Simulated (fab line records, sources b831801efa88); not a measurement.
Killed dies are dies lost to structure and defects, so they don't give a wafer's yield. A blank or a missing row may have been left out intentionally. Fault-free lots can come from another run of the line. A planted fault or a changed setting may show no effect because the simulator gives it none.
Which tool is to blame? | flow sky130 | 11 lots with 33 wafers sampled at 4 steps, on a route of 708 steps

## WHAT THE GAUGES SHOWED, per wafer
SKY_METAL3_CD_MEAS_13 targets a cd of 300 nm. Usual: 300.2 nm for cd-nm, sd 1.4.
lot  | measured     | on        | cd-nm (nm)        | flag
L977 | day 39 13:00 | cd-sem-02 | 301.0 300.7 299.4 |
L978 | day 39 14:38 | cd-sem-02 | 300.3 299.3 300.2 |
L979 | day 39 16:12 | cd-sem-01 | 296.2 298.5 297.8 |
L982 | day 41 09:49 | cd-sem-02 | 299.7 299.7 300.4 |
L984 | day 41 12:01 | cd-sem-02 | 302.6 303.0 305.4 |
L983 | day 41 12:22 | cd-sem-01 | 301.3 300.9 300.7 |
L987 | day 41 18:26 | cd-sem-01 | 299.8 301.0 301.1 |
L992 | day 42 19:59 | cd-sem-01 | 328.0 328.8 327.4 | OFF
L994 | day 43 13:07 | cd-sem-02 | 322.1 322.8 320.4 | OFF
L996 | day 44 06:31 | cd-sem-01 | 300.9 300.9 300.9 |
L997 | day 44 09:56 | cd-sem-02 | 295.8 298.3 298.3 |

## EACH LOT AND THE TOOL THAT RAN IT (in order: tool; ch and the chambers of the sampled wafers; start)
lot  | SKY_METAL3_SPUTTER_02        | SKY_CAPM_STRIP_14                    | SKY_METAL3_EXPOSE_10
L977 | pvd-sputter-04, day 37 08:29 | plasma-asher-02 ch 0,1, day 38 10:58 | krf-scanner-02 ch 0, day 39 00:53
L978 | pvd-sputter-04, day 37 10:44 | plasma-asher-03 ch 0,1, day 38 12:38 | krf-scanner-02 ch 0, day 39 01:57
L979 | pvd-sputter-01, day 37 13:13 | plasma-asher-02 ch 0,1, day 38 14:55 | krf-scanner-01 ch 0, day 39 04:26
L982 | pvd-sputter-03, day 39 08:22 | plasma-asher-02 ch 0,1, day 40 08:40 | krf-scanner-01 ch 0, day 40 21:07
L984 | pvd-sputter-01, day 39 10:07 | plasma-asher-03 ch 0,1, day 40 10:46 | krf-scanner-02 ch 0, day 40 23:14
L983 | pvd-sputter-03, day 39 10:46 | plasma-asher-02 ch 0,1, day 40 11:14 | krf-scanner-01 ch 0, day 40 23:41
L987 | pvd-sputter-04, day 39 17:35 | plasma-asher-02 ch 0,1, day 40 17:41 | krf-scanner-02 ch 0, day 41 07:15
L992 | pvd-sputter-04, day 40 20:11 | plasma-asher-02 ch 0,1, day 41 20:23 | krf-scanner-02 ch 0, day 42 09:55
L994 | pvd-sputter-03, day 41 14:56 | plasma-asher-03 ch 0,1, day 42 14:53 | krf-scanner-02 ch 0, day 43 02:20
L996 | pvd-sputter-01, day 42 09:41 | plasma-asher-02 ch 0,1, day 43 08:23 | krf-scanner-01 ch 0, day 43 19:25
L997 | pvd-sputter-01, day 42 12:17 | plasma-asher-01 ch 0,1, day 43 11:07 | krf-scanner-01 ch 0, day 43 22:22
- SKY_METAL3_SPUTTER_02: material AlCu, target thk 735 nm, time 39.1 s.
- SKY_CAPM_STRIP_14: strips in O2/N2.
- SKY_METAL3_EXPOSE_10: exposes mask MM3, target cd 300 nm.

## WHAT THE TOOLS THEMSELVES READ (means of the sampled wafers that have a number; where no wafer has one, the mark that the record gives instead)
SKY_METAL3_SPUTTER_02. Usual: chamber-pressure-pa 0.4000 Pa, standard deviation 0.0008; throttle-valve-pct 30.3 %, standard deviation 0.86.
lot  | tool           | chamber-pressure-pa (Pa) | throttle-valve-pct (%) | flag
L977 | pvd-sputter-04 | 0.4000                   | 29.2                   |
L978 | pvd-sputter-04 | 0.4002                   | 30.8                   |
L979 | pvd-sputter-01 | 0.3999                   | 29.9                   |
L982 | pvd-sputter-03 | 0.4000                   | 30.0                   |
L984 | pvd-sputter-01 | 0.4002                   | 30.3                   |
L983 | pvd-sputter-03 | 0.4010                   | 29.9                   |
L987 | pvd-sputter-04 | 0.4009                   | 30.2                   |
L992 | pvd-sputter-04 | 0.4006                   | 30.4                   |
L994 | pvd-sputter-03 | 0.3999                   | 29.7                   |
L996 | pvd-sputter-01 | 0.3995                   | 30.8                   |
L997 | pvd-sputter-01 | 0.4005                   | 30.7                   |

SKY_CAPM_STRIP_14. Usual: chamber-pressure-mTorr 1500.1 mTorr, standard deviation 1.4; drypump-motor-current-A 5.77 A, standard deviation 0.25; o2-flow-sccm 3000 sccm, standard deviation 8.6; oes-product-au 0.710 a.u., standard deviation 0.0042; strip-time-to-endpoint-s 12.38 s, standard deviation 0.047.
lot  | tool            | chamber-pressure-mTorr (mTorr) | drypump-motor-current-A (A) | o2-flow-sccm (sccm) | oes-product-au (a.u.) | strip-time-to-endpoint-s (s) | flag
L977 | plasma-asher-02 | 1500.7                         | 5.68                        | 2995                | 0.712                 | 12.38                        |
L978 | plasma-asher-03 | 1500.5                         | 5.57                        | 2995                | 0.710                 | 12.39                        |
L979 | plasma-asher-02 | 1501.0                         | 5.68                        | 2997                | 0.710                 | 12.40                        |
L982 | plasma-asher-02 | 1500.0                         | 5.68                        | 3010                | 0.708                 | 12.35                        |
L984 | plasma-asher-03 | 1500.7                         | 5.51                        | 2993                | 0.713                 | 12.44                        |
L983 | plasma-asher-02 | 1502.4                         | 5.72                        | 3000                | 0.711                 | 12.38                        |
L987 | plasma-asher-02 | 1500.6                         | 5.74                        | 3005                | 0.713                 | 12.38                        |
L992 | plasma-asher-02 | 1499.9                         | 5.74                        | 3003                | 0.708                 | 12.40                        |
L994 | plasma-asher-03 | 1500.1                         | 5.56                        | 2997                | 0.711                 | 12.30                        |
L996 | plasma-asher-02 | 1500.8                         | 5.67                        | 2992                | 0.713                 | 12.39                        |
L997 | plasma-asher-01 | 1500.7                         | 6.08                        | 3005                | 0.709                 | 12.37                        |

SKY_METAL3_EXPOSE_10. Usual: 27.998 for exposure-dose-mJ-cm2, sd 0.028.
lot  | tool           | exposure-dose-mJ-cm2 | flag
L977 | krf-scanner-02 | 27.962               |
L978 | krf-scanner-02 | 28.001               |
L979 | krf-scanner-01 | 28.011               |
L982 | krf-scanner-01 | 28.026               |
L984 | krf-scanner-02 | 27.985               |
L983 | krf-scanner-01 | 28.017               |
L987 | krf-scanner-02 | 27.995               |
L992 | krf-scanner-02 | 23.935               | OFF
L994 | krf-scanner-02 | 24.722               | OFF
L996 | krf-scanner-01 | 27.999               |
L997 | krf-scanner-01 | 27.982               |

## THE ANSWER, worked out from the rows above alone
Rule: lot off if the mean of its wafers having a number is beyond 3 standard deviations from the usual mean. Also off: a lot with no number at a reading for which 4 or more lots have one. Where the step has rows for the other lots, those lots are counted as sound. Order of review: gauges by route order, followed by the tools' own readings, for which a lot's mean as printed above is used. At the first step where some lot is off, the reading lying furthest off is the one used; lots without a number count as furthest.
Off: L992, L994, at SKY_METAL3_CD_MEAS_13 (cd-nm).
If a tool, at a process step before that reading, ran all the lots that are off and no sound lot after the first of them, it fits. The gauges at SKY_METAL3_CD_MEAS_13 aren't tried: what is off there is off at SKY_METAL3_EXPOSE_10 too, on other tools, and a gauge's error can't cause that. One fits: krf-scanner-02 at SKY_METAL3_EXPOSE_10. Its last sound lot is L987 (day 41 07:15), its first lot that is off L992 (day 42 09:55): a fault that began between those two fits.
The tool's own readings at SKY_METAL3_EXPOSE_10 bear it out: on the lots that are off they differ by more than 5 times the standard deviation of the sound lots' means. exposure-dose-mJ-cm2 reads 24.328 there against 27.998 on the sound lots.

## WHAT HAD BEEN PUT IN BY THE SIMULATOR
Process parameters drifting: krf-scanner-02 at SKY_METAL3_EXPOSE_10, beginning at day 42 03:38. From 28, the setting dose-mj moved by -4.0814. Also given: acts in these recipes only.
Lots struck among those shown: L992, L994. The rule above found the same.
